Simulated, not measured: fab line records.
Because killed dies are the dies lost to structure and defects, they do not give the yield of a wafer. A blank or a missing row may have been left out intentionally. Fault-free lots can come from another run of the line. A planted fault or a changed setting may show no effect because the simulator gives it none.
Code-filled problem report in 8D (eight disciplines) form | flow gf180mcu | the parts of the form that need people (team, actions taken, sign-off) are left out

## 1. THE ISSUE
Mean of oes_product_au at GF_SAB_ETCH_11: 0.921 a.u. across 6 wafers in 2 lots; on wafers with no fault it is 1.003 a.u. (standard deviation 0.009). That is -9.1 standard deviations from the usual mean.
The step: etches SiO2 in C4F8/O2/Ar, target depth 55 nm, time 8.5 s.
The first sign was on wafer L975.1 at day 16 19:43, on rie_diel-01. Wafers with a number at this step in the record: 42, from 14 lots. The rule behind "out" and "out of limits": a value lying over 4 standard deviations away from the usual mean. The other wafers with a number count as sound.

## 2. WHAT IT IS; WHAT IT IS NOT
question                    | is                     | is not
which readings at this step | oes_product_au         | -
which lots                  | L975, L976             | L971, L972, L983, L984, L985, L986, L987, L988, L990, L992, L993, L994
which wafers of those lots  | all that have a number | -
read on which tools         | rie_diel-01            | rie_diel-02, rie_diel-04
when                        | from day 16 19:43      | up to then (6 sound wafers); but 30 sound wafers of L983, L984, L985, L986, L987, L988, L990, L992, L993, L994 came after

## 3. THE SUSPECTS, EACH WITH WHAT RULES IT OUT
Counting: any tool at a process step up to the reading is kept as a suspect provided that every lot that is out went through it and no sound lot did after the first of them.
- rie_diel-01 at GF_SAB_ETCH_11 (etches SiO2 in C4F8/O2/Ar, target depth 55 nm, time 8.5 s): ruled out as a lasting fault. The sound lots L985, L986, L987, L993 went through it after L975, its earliest lot that is out (day 16 19:43).
Left after counting: nothing in the record.

## 4. THE CAUSE (what the simulator had put in)
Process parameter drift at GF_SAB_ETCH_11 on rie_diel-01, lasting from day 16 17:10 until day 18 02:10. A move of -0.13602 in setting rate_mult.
Counting ruled it out, wrongly.

## 5. THE CHAIN OF EFFECTS, in route order
Rows list readings where the struck wafers' mean (over those with a number) sits beyond 3 standard deviations from the usual. Only readings whose record carries a usual standard deviation are examined. hours: median over the lots of the time between each lot's start at the first step of this table that gives one and its start at this step. sigmas: the change, counted in usual standard deviations.
hours | step           | reading        | usual      | on struck wafers | change | sigmas
0     | GF_SAB_ETCH_11 | oes_product_au | 1.003 a.u. | 0.921            | -0.082 | -9.1
It contains these process steps:
- GF_SAB_ETCH_11: etches SiO2 in C4F8/O2/Ar, target depth 55 nm, time 8.5 s.

## 6. WHAT WOULD HAVE CAUGHT IT SOONER
First out-of-limits reading in this record: day 16 19:43, which is 3 hours after fault onset at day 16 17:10.
